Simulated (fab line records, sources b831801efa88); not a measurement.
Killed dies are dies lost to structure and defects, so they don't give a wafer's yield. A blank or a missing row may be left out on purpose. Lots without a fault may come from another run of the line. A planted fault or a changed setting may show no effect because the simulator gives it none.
A struck lot beside a sound one | flow sfq_line | 21 steps out of a route of 325
Sound: wafers L923.3, L923.5, L923.6. Struck: wafer L938.2. (L938.3 of the same lot was not struck and is left out.) The cause comes at the end.
At each step with rows: each side's tool, then ch and its chambers, then its first start. Under that, the readings that differ: sound wafers | struck wafers | difference of the means | sigmas: that difference in standard deviations of wafers without a fault.
alike: readings whose means differ by less than 2 such deviations, and words and numbers that are the same on both sides. not compared: withheld readings, readings that some wafer has no value for, bounds like >300 that may hide the same value, and numbers for which the record gives no deviation and whose values overlap.
The two part at a step that has a row with sigmas, a row that says differs or no value, or rows on one side only. Numbers that don't overlap but have no deviation are shown without sigmas and don't part them. A reading that every wafer of one side lacks parts them only if that side has two wafers or more.

first, 3 steps without rows for these wafers: SFQ_TRILAYER_M6_LITHO_EXPOSE_160 (exposes mask M6, target cd 500 nm); SFQ_TRILAYER_M6_LITHO_PEB_162 (peb time 60 s); SFQ_TRILAYER_M6_LITHO_DEVELOP_161 (time 60 s).
SFQ_M6_OVL_MEAS_940:
  sound on overlay-02, day 64 00:41; struck on overlay-01, day 72 05:10
  alike: M6_OVL
then, 1 step without rows for these wafers: SFQ_TRILAYER_M6_BARC_OPEN_METAL_ETCH_206 (etches BARC in O2, target depth 125 nm, time 41.7 s).
SFQ_TRILAYER_M6_ETCH_METAL_ETCH_162: etches Nb in Cl2/Ar, stops on SiO2, target depth 240 nm, time 120 s.
  sound on rie_metal-03 ch 0,1, day 64 00:49; struck on rie_metal-03 ch 1, day 72 05:15
  reading                | sound | struck | difference                   | sigmas
  rf_hours_counter_h (h) | - - - | 6      | no value on the sound wafers |
  alike: drypump_motor_current_A, oes_product_au
then, 2 steps without rows for these wafers: SFQ_TRILAYER_M6_STRIP_STRIP_163 (strips in O2); SFQ_TRILAYER_M6_STRIP_SOLV_CLEAN_164 (cleans in NMP, time 600 s).
SFQ_TRILAYER_I6_DEP_PECVD_165: deposits SiO2 from SiH4/N2O, time 111.11 s, target thk 500 nm.
  sound on pecvd-01 ch 0,1, day 64 01:40; struck on pecvd-04 ch 1, day 72 06:09
  alike: heater_power_w, throttle_valve_pct
SFQ_TRILAYER_I6_CMP_CMP_166: polishes SiO2.
  sound on cmp-02 ch 2,3, day 64 11:32; struck on cmp-01 ch 1, day 72 06:14
  alike: motor_current_A, slurry_flow_ml_min, time_to_endpoint_s
SFQ_I6_BOW_MEAS_941:
  sound on film_metro-03, day 64 14:04; struck on film_metro-03, day 72 09:15
  alike: I6_BOW
SFQ_TRILAYER_I6_METRO_MEASURE_167:
  sound on film_metro-03, day 64 14:33; struck on film_metro-03, day 72 09:33
  alike: thk_nm
SFQ_TRILAYER_I6_VIA_LITHO_COAT_174: resist thk 62 nm.
  sound on litho_track-03 ch 0, day 64 15:31; struck on litho_track-04 ch 0, day 72 10:36
  reading                                                  | sound            | struck | difference | sigmas
  model.BARC_of_TRILAYER_I6_VIA_LITHO_COAT_174.thk_nm (nm) | 61.85 61.89 61.9 | 62.87  | +0.99      |
then, 5 steps without rows for these wafers: SFQ_TRILAYER_I6_VIA_LITHO_COAT_169 (resist thk 650 nm); SFQ_TRILAYER_I6_VIA_LITHO_SOFTBAKE_173; SFQ_TRILAYER_I6_VIA_LITHO_EXPOSE_170 (exposes mask I6, target cd 700 nm); SFQ_TRILAYER_I6_VIA_LITHO_PEB_172 (peb time 60 s); SFQ_TRILAYER_I6_VIA_LITHO_DEVELOP_171 (time 60 s).
-- the record jumps here: 5 days lie between the struck wafers' starts before and after --
SFQ_I6_OVL_MEAS_942:
  sound on overlay-02, day 69 12:14; struck on overlay-01, day 77 06:42
  alike: I6_OVL
SFQ_TRILAYER_I6_VIA_BARC_OPEN_VIA_ETCH_235: etches BARC in O2, target depth 125 nm, time 41.7 s.
  sound on rie_diel-04 ch 1,2,3, day 69 12:16; struck on rie_diel-04 ch 2, day 77 06:44
  reading                  | sound             | struck | difference | sigmas
  oes_product_au (a.u.)    | 0.694 0.680 0.678 | 0.696  | +0.012     | +3
  model.etch.depth_nm (nm) | 61.85 61.89 61.9  | 62.87  | +0.99      |
  alike: drypump_motor_current_A
  not compared: rf_hours_counter_h
SFQ_TRILAYER_I6_VIA_ETCH_VIA_ETCH_172: etches SiO2 in CHF3, stops on Nb, target depth 260 nm.
  sound on rie_diel-04 ch 1,2,3, day 69 12:19; struck on rie_diel-04 ch 2, day 77 06:46
  alike: drypump_motor_current_A, oes_product_au

WHERE THEY PART
First at SFQ_TRILAYER_M6_ETCH_METAL_ETCH_162; last, within this record, at SFQ_TRILAYER_I6_VIA_BARC_OPEN_VIA_ETCH_235. Later steps at which nothing parts them and some readings are alike: SFQ_TRILAYER_I6_VIA_ETCH_VIA_ETCH_172.

WHY: what the simulator had put in
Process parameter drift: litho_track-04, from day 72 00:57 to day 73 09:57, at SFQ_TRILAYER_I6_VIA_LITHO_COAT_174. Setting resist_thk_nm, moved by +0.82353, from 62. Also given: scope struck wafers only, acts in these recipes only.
